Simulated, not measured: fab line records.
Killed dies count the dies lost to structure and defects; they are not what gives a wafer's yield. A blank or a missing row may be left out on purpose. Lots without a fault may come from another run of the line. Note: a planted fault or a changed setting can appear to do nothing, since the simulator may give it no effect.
Matching of chambers ; flow gf180mcu ; rie diel-03 running GF_V2_ETCH_16: 4 sister chambers
The step etches BARC in N2/H2. 14 wafers are shown with their chamber, then 7 later ones without.

## WAFERS WITH THEIR CHAMBER
wafer;chamber;drypump motor current A (A);throttle valve pct (%);oes product au (a.u.)
L183.1;3;6.1;13.222;0.849
L183.3;0;6.6;13.228;0.858
L183.6;3;6.0;13.210;0.856
L184.2;0;6.6;13.227;0.857
L184.3;3;6.0;13.221;0.862
L184.4;2;5.3;13.222;0.850
L188.3;0;6.6;13.243;0.858
L188.4;3;6.0;13.219;0.847
L188.5;0;6.6;13.246;0.852
L192.2;2;5.3;13.229;0.848
L192.4;1;5.9;13.210;0.853
L192.6;3;6.0;13.219;0.855
L201.2;2;5.3;13.212;0.854
L201.3;3;6.0;13.227;0.845

SIGNATURES (means of the wafers above)
reading;chamber 0;chamber 1;chamber 2;chamber 3;scatter within a chamber
drypump motor current A;6.600;5.900;5.300;6.017;0.0289
throttle valve pct;13.23600;13.21000;13.22100;13.21967;0.00772
oes product au;0.85625;0.85300;0.85067;0.85233;0.00501
Rule: distance of a wafer from a chamber = root of the sum over the readings of ((wafer's reading minus chamber's mean) / reading's scatter) squared. The wafer belongs to the nearest chamber; if the next one is less than 2 further off, it can't be placed. The scatter: the root of (the sum of the squares of (reading less its chamber's mean) over the shown wafers, divided by (wafers less chambers)).

## WAFERS WITHOUT THEIR CHAMBER
wafer;drypump motor current A (A);throttle valve pct (%);oes product au (a.u.)
L201.4;6.6;13.222;0.857
L202.2;6.0;13.229;0.847
L202.5;5.9;13.233;0.850
L202.6;5.3;13.214;0.856
L205.3;6.6;13.218;0.846
L205.4;5.9;13.242;0.847
L205.5;5.9;13.228;0.860

## WHICH CHAMBER EACH WENT THROUGH
wafer;from the rows above;in truth
L201.4;0;0
L202.2;3;3
L202.5;can't be placed: 1 or 3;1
L202.6;2;2
L205.3;0;0
L205.4;can't be placed: 1 or 3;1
L205.5;can't be placed: 1 or 3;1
4 of 7 placed correctly. Unplaceable from these rows: 3, with the true chamber sitting among the candidates in 3. Placed wrongly: 0.
